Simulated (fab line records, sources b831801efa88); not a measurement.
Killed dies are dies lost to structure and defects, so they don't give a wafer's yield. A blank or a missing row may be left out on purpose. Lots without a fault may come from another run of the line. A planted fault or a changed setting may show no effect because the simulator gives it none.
Chamber matching | flow sky130 | SKY_CONTACT_CVD_00 on pecvd-02: 3 sister chambers
The step deposits Si3N4, target thk 75 nm. 14 wafers are shown with their chamber, then 7 later ones without.

WAFERS WITH THEIR CHAMBER
wafer  | chamber | heater_power_w (W) | rf_fwd_power_W (W) | susceptor_temp_C (C)
L076.1 | 1       | 737                | 445.7              | 399.98
L076.2 | 2       | 834                | 442.7              | 399.67
L076.4 | 1       | 599                | 445.3              | 400.05
L081.1 | 1       | 619                | 444.4              | 399.64
L081.3 | 0       | 687                | 441.8              | 399.79
L081.5 | 1       | 620                | 442.6              | 399.83
L082.1 | 1       | 716                | 444.8              | 399.50
L082.4 | 2       | 854                | 442.4              | 399.98
L082.5 | 0       | 729                | 443.0              | 400.29
L087.1 | 1       | 590                | 445.3              | 400.17
L087.2 | 2       | 841                | 440.9              | 399.92
L087.3 | 0       | 682                | 442.7              | 399.81
L089.2 | 0       | 759                | 437.9              | 400.39
L089.4 | 0       | 738                | 438.7              | 399.70

SIGNATURES (means of the wafers above)
reading          | chamber 0 | chamber 1 | chamber 2 | scatter within a chamber
heater_power_w   | 719.00    | 646.83    | 843.00    | 47.3
rf_fwd_power_W   | 440.820   | 444.683   | 442.000   | 1.66
susceptor_temp_C | 399.9960  | 399.8617  | 399.8567  | 0.267
Rule: a wafer's distance from a chamber is the root of the sum, over the readings, of the square of ((its reading less the chamber's mean) divided by the reading's scatter). The wafer belongs to the nearest chamber; if the next one is less than 2 further off, it can't be placed. The scatter: the root of (the sum of the squares of (reading less its chamber's mean) over the shown wafers, divided by (wafers less chambers)).

WAFERS WITHOUT THEIR CHAMBER
wafer  | heater_power_w (W) | rf_fwd_power_W (W) | susceptor_temp_C (C)
L089.5 | 781                | 443.3              | 400.11
L096.3 | 620                | 444.8              | 400.27
L096.4 | 839                | 439.4              | 399.61
L096.5 | 627                | 440.3              | 400.27
L097.2 | 709                | 445.8              | 400.01
L097.3 | 794                | 440.7              | 399.72
L097.6 | 817                | 440.3              | 399.59

WHICH CHAMBER EACH WENT THROUGH
wafer  | from the rows above          | in truth
L089.5 | can't be placed: 2 or 0 or 1 | 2
L096.3 | can't be placed: 1 or 0      | 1
L096.4 | can't be placed: 2 or 0      | 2
L096.5 | can't be placed: 0 or 1      | 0
L097.2 | can't be placed: 1 or 0      | 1
L097.3 | can't be placed: 2 or 0      | 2
L097.6 | can't be placed: 2 or 0      | 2
Placed correctly: 0 of 7. Can't be placed from these rows: 7 (the true chamber is among the candidates in 7). Placed wrongly: 0.
